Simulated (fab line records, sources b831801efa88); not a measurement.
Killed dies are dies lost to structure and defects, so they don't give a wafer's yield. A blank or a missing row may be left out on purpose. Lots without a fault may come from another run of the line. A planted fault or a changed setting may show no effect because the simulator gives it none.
Chamber matching | flow gf180mcu | GF_CONTACT_CMP_27 on cmp-02: 4 sister chambers
The step polishes, stops on SiO2, t overpolish 15 s, target thk 0 nm. 4 wafers are shown with their chamber, then 6 later ones without.

WAFERS WITH THEIR CHAMBER
wafer  | chamber | motor_current_A (A)
L612.1 | 2       | 13.8
L612.3 | 0       | 11.6
L614.1 | 3       | 10.0
L614.2 | 1       | 12.7

WAFERS WITHOUT THEIR CHAMBER
wafer  | motor_current_A (A)
L614.5 | 9.8
L615.1 | 11.2
L615.4 | 13.4
L615.6 | 12.3
L620.2 | 12.8
L620.3 | 11.4

WHICH CHAMBER EACH WENT THROUGH
wafer  | from the rows above     | in truth
L614.5 | 3                       | 3
L615.1 | 0                       | 0
L615.4 | can't be placed: 2 or 1 | 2
L615.6 | can't be placed: 1 or 0 | 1
L620.2 | 1                       | 1
L620.3 | 0                       | 0
Placed correctly: 4 of 6. Can't be placed from these rows: 2 (the true chamber is among the candidates in 2). Placed wrongly: 0.
How it was worked out, from the rows above alone: a wafer's distance from a chamber is the root of the sum, over the readings, of the square of ((its reading less the chamber's mean) divided by the reading's scatter). The wafer belongs to the nearest chamber; if the next one is less than 2 further off, it can't be placed. A chamber's mean is the mean of its shown wafers. The scatter: with one shown wafer a chamber, the root of the mean of the squares of how far each hidden wafer lies from its nearest shown one.
